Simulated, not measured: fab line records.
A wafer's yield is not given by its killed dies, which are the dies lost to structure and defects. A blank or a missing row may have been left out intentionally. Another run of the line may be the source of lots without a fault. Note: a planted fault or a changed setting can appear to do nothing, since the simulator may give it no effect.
A lot that was struck, set against a sound lot / flow sfq line / 42 steps out of a route of 325
Sound: these wafers, L672.1, L672.5, L672.6. Struck: wafers L677.2, L677.4, L677.6. The cause comes at the end.
For every step that has rows: the tool of each side, followed by ch and its chambers, followed by its first start. Under that, the readings that differ: sound wafers / struck wafers / difference of the means / sigmas: that difference in standard deviations of wafers without a fault.
alike: same words and numbers on both sides, and readings whose means sit less than 2 such deviations apart. not compared: any withheld reading, any reading some wafer has no value for, any bound like >300 that may hide the same value, and any number with overlapping values for which the record gives no deviation.
The two part at a step that has a row with sigmas, a row that says differs or no value, or rows on one side only. Numbers that have no deviation but don't overlap get no sigmas and don't part them. Lack of a reading on every wafer of one side parts them only where that side has two or more wafers.

first, 6 steps without rows for these wafers: SFQ_TRILAYER_I3_VIA_LITHO_COAT_090 (resist thk 62 nm); SFQ_TRILAYER_I3_VIA_LITHO_COAT_085 (resist thk 650 nm); SFQ_TRILAYER_I3_VIA_LITHO_SOFTBAKE_089; SFQ_TRILAYER_I3_VIA_LITHO_EXPOSE_086 (exposes mask I3, target cd 500 nm); SFQ_TRILAYER_I3_VIA_LITHO_PEB_088 (peb time 60 s); SFQ_TRILAYER_I3_VIA_LITHO_DEVELOP_087 (time 60 s).
SFQ_I3_OVL_MEAS_923:
  sound: overlay-02 at day 32 22:34; struck: overlay-01 at day 34 21:17
reading=I3_OVL (nm); sound=8 8 6; struck=-7 -7 -8; difference=-15; sigmas=-3
then, 2 steps without rows for these wafers: SFQ_TRILAYER_I3_VIA_BARC_OPEN_VIA_ETCH_121 (etches BARC in O2, target depth 125 nm, time 41.7 s); SFQ_TRILAYER_I3_VIA_ETCH_VIA_ETCH_088 (etches SiO2 in CHF3, stops on Nb, target depth 260 nm).
SFQ_TRILAYER_I3_VIA_STRIP_STRIP_089: strips in O2.
  sound on rie metal-02 ch 0,1, day 32 22:46; struck on rie metal-02 ch 0,1, day 34 21:28
  alike: drypump motor current A, oes product au
  not compared: rf hours counter h
then, 2 steps without rows for these wafers: SFQ_TRILAYER_I3_VIA_STRIP_SOLV_CLEAN_090 (cleans in NMP, time 600 s); SFQ_TRILAYER_M4_DEP_PRE_CLEAN_092 (time 22.5 s).
SFQ_TRILAYER_M4_DEP_SPUTTER_091: material Nb, target thk 200 nm, time 133.3 s.
  sound: pvd sputter-03 at day 32 23:34; struck: pvd sputter-05 at day 34 22:16
reading=cathode dc power W (W); sound=1999.6 2000.2 1999.9; struck=2369.4 2369.4 2369.7; difference=+369.6; sigmas=+99 or more
reading=model.Nb_of_TRILAYER_M4_DEP_SPUTTER_091.thk nm (nm); sound=199.5 206.6 200.7; struck=243.3 241 239.6; difference=+39.0; sigmas=
  alike: base pressure pa, throttle valve pct
SFQ_M4_RS_MEAS_924: measures by four-point-probe.
  sound: film metro-03 at day 32 23:40; struck: film metro-04 at day 34 22:23
reading=M4_NB_RS (ohm/sq); sound=0.891 0.860 0.887; struck=0.730 0.737 0.740; difference=-0.144; sigmas=-13
then, 6 steps without rows for these wafers: SFQ_TRILAYER_M4_LITHO_COAT_098 (resist thk 62 nm); SFQ_TRILAYER_M4_LITHO_COAT_093 (resist thk 600 nm); SFQ_TRILAYER_M4_LITHO_SOFTBAKE_097; SFQ_TRILAYER_M4_LITHO_EXPOSE_094 (exposes mask M4, target cd 500 nm); SFQ_TRILAYER_M4_LITHO_PEB_096 (peb time 60 s); SFQ_TRILAYER_M4_LITHO_DEVELOP_095 (time 60 s).
-- the record jumps here: 2 days lie between the struck wafers' starts before and after --
SFQ_M4_OVL_MEAS_926:
  sound: overlay-02 at day 35 15:44; struck: overlay-01 at day 37 07:02
  alike: M4_OVL
SFQ_TRILAYER_M4_BARC_OPEN_METAL_ETCH_123: etches BARC in O2, target depth 125 nm, time 41.7 s.
  sound on rie metal-03 ch 0,1, day 35 15:46; struck on rie metal-02 ch 1, day 37 07:05
  alike: drypump motor current A, oes product au
  not compared: rf hours counter h
SFQ_TRILAYER_M4_ETCH_METAL_ETCH_096: etches Nb in Cl2/Ar, stops on SiO2, target depth 240 nm, time 120 s.
  sound on rie metal-03 ch 0,1, day 35 15:50; struck on rie metal-02 ch 1, day 37 07:14
reading=oes product au (a.u.); sound=0.898 0.913 0.901; struck=0.985 0.985 0.995; difference=+0.084; sigmas=+10
  alike: drypump motor current A
  not compared: rf hours counter h
then, 4 steps without rows for these wafers: SFQ_TRILAYER_M4_STRIP_STRIP_097 (strips in O2); SFQ_TRILAYER_M4_STRIP_SOLV_CLEAN_098 (cleans in NMP, time 600 s); SFQ_TRILAYER_I4_DEP_PECVD_099 (deposits SiO2 from SiH4/N2O, time 111.11 s, target thk 500 nm); SFQ_TRILAYER_I4_CMP_CMP_100 (polishes SiO2).
-- the record jumps here: 3 days lie between the struck wafers' starts before and after --
SFQ_I4_BOW_MEAS_927:
  sound: film metro-01 at day 38 04:53; struck: film metro-02 at day 40 00:14
  alike: I4_BOW
SFQ_TRILAYER_I4_METRO_MEASURE_101:
  sound: film metro-01 at day 38 05:00; struck: film metro-02 at day 40 00:32
  alike: thk nm
then, 6 steps without rows for these wafers: SFQ_TRILAYER_I4_VIA_LITHO_COAT_108 (resist thk 62 nm); SFQ_TRILAYER_I4_VIA_LITHO_COAT_103 (resist thk 650 nm); SFQ_TRILAYER_I4_VIA_LITHO_SOFTBAKE_107; SFQ_TRILAYER_I4_VIA_LITHO_EXPOSE_104 (exposes mask I4, target cd 700 nm); SFQ_TRILAYER_I4_VIA_LITHO_PEB_106 (peb time 60 s); SFQ_TRILAYER_I4_VIA_LITHO_DEVELOP_105 (time 60 s).
-- the record jumps here: 4 days lie between the struck wafers' starts before and after --
SFQ_I4_OVL_MEAS_928:
  sound: overlay-02 at day 41 21:30; struck: overlay-02 at day 43 20:16
  alike: I4_OVL
then, 1 step without rows for these wafers: SFQ_TRILAYER_I4_VIA_BARC_OPEN_VIA_ETCH_146 (etches BARC in O2, target depth 125 nm, time 41.7 s).
SFQ_TRILAYER_I4_VIA_ETCH_VIA_ETCH_106: etches SiO2 in CHF3, stops on Nb, target depth 260 nm.
  sound on rie diel-03 ch 0,1,2, day 41 21:34; struck on rie diel-01 ch 0,1,3, day 43 20:20
  alike: drypump motor current A, oes product au
SFQ_TRILAYER_I4_VIA_STRIP_STRIP_107: strips in O2.
  sound on rie metal-01 ch 0,1, day 41 21:41; struck on rie metal-02 ch 0, day 43 20:27
  alike: drypump motor current A, oes product au
  not compared: rf hours counter h
then, 2 steps without rows for these wafers: SFQ_TRILAYER_I4_VIA_STRIP_SOLV_CLEAN_108 (cleans in NMP, time 600 s); SFQ_TRILAYER_JJ_TRILAYER_DEP_PRE_CLEAN_113 (time 22.5 s).
-- the record jumps here: 35 days lie between the struck wafers' starts before and after --
SFQ_M8_BOW_MEAS_951:
  sound: film metro-02 at day 77 06:04; struck: film metro-01 at day 78 13:02
reading=model.etest.m4.ohm sq; sound=0.8917 0.8614 0.8867; struck=0.7312 0.7384 0.7427; difference=-0.1425; sigmas=
  alike: M8_BOW
  not compared: model.etest.m4.ohm um, model.etest.i3.link ohm, model.etest.i4.link ohm

## WHERE THEY PART
First at SFQ_I3_OVL_MEAS_923; last, within this record, at SFQ_TRILAYER_M4_ETCH_METAL_ETCH_096. Later steps at which nothing parts them and some readings are alike: SFQ_I4_BOW_MEAS_927, SFQ_TRILAYER_I4_METRO_MEASURE_101, SFQ_I4_OVL_MEAS_928, SFQ_TRILAYER_I4_VIA_ETCH_VIA_ETCH_106, SFQ_TRILAYER_I4_VIA_STRIP_STRIP_107, SFQ_M8_BOW_MEAS_951.

WHY: whatever the simulator had introduced
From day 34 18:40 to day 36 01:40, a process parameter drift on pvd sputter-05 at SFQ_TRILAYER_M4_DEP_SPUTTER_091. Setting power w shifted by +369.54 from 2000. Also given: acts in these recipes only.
